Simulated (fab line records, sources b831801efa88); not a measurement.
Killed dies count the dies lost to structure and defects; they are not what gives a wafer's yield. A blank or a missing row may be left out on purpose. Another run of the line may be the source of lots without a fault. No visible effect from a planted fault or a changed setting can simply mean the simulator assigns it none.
Code-filled problem report in 8D (eight disciplines) form / flow sky130 / the parts of the form that need people (team, actions taken, sign-off) are left out

## 1. THE ISSUE
At SKY_FIELD_ISO_COAT_08, spin speed rpm averages 2832.1 rpm over 6 wafers from 2 lots, while fault-free wafers read 3000.0 rpm, standard deviation 1.6. That is -99 or more standard deviations from the usual mean.
The step: resist thk 450 nm.
First observed at day 4 21:00: wafer L537.3, on litho track-04. At this step, 18 wafers from 6 lots have a number in the record. The rule behind "out" and "out of limits": a value lying over 4 standard deviations away from the usual mean. Any other wafer with a number is counted as sound.

## 2. WHAT IT IS, AND WHAT IT ISN'T
question=which readings at this step | is=spin speed rpm | is not=-
question=which lots | is=L537, L538 | is not=L525, L529, L536, L544
question=which wafers of those lots | is=all that have a number | is not=-
question=read on which tools | is=litho track-04 | is not=litho track-03
question=when | is=from day 4 21:00 | is not=up to then (9 sound wafers); but 3 sound wafers of L544 came after

## 3. THE SUSPECTS, EACH WITH WHAT RULES IT OUT
Counting: a tool at any process step up to the reading remains a suspect when it ran all the lots that are out and ran no sound lot after the first of those.
- litho track-04 at SKY_FIELD_ISO_COAT_08 (resist thk 450 nm): kept. It processed each lot that is out, first L537 at day 4 21:00, and no sound lot thereafter; up to then, the last sound lot it processed was L529 at day 3 05:00. Its own spin speed rpm readings are out on those wafers.
After counting, what remains is litho track-04 at SKY_FIELD_ISO_COAT_08.

## 4. THE CAUSE (what the simulator had put in)
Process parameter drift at SKY_FIELD_ISO_COAT_08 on litho track-04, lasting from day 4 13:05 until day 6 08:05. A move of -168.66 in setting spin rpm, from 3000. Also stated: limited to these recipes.
The count eliminated every tool but this one.

## 5. SEQUENCE OF EFFECTS, ordered by route
Each row: a reading where the mean over the struck wafers with a number is more than 3 standard deviations away from the usual. Scope: only readings with a usual standard deviation given in the record; hours: median across lots of the time from each lot's start at the first step in this table that gives one to its start at this step; sigmas: change in usual standard deviations.
hours=0; step=SKY_FIELD_ISO_COAT_08; reading=spin speed rpm; usual=3000.0 rpm; on struck wafers=2832.1; change=-167.9; sigmas=-99 or more
Its process steps:
- SKY_FIELD_ISO_COAT_08: resist thk 450 nm.
At these later measuring or inspecting steps, every struck wafer for which the step has a row has a number for every such reading, and none has moved that far: SKY_FIELD_ISO_CD_MEAS_13.

## 6. WHAT WOULD HAVE CAUGHT IT SOONER
8 hours passed between the start of the fault at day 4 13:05 and the first reading out of limits in this record, taken at day 4 21:00.
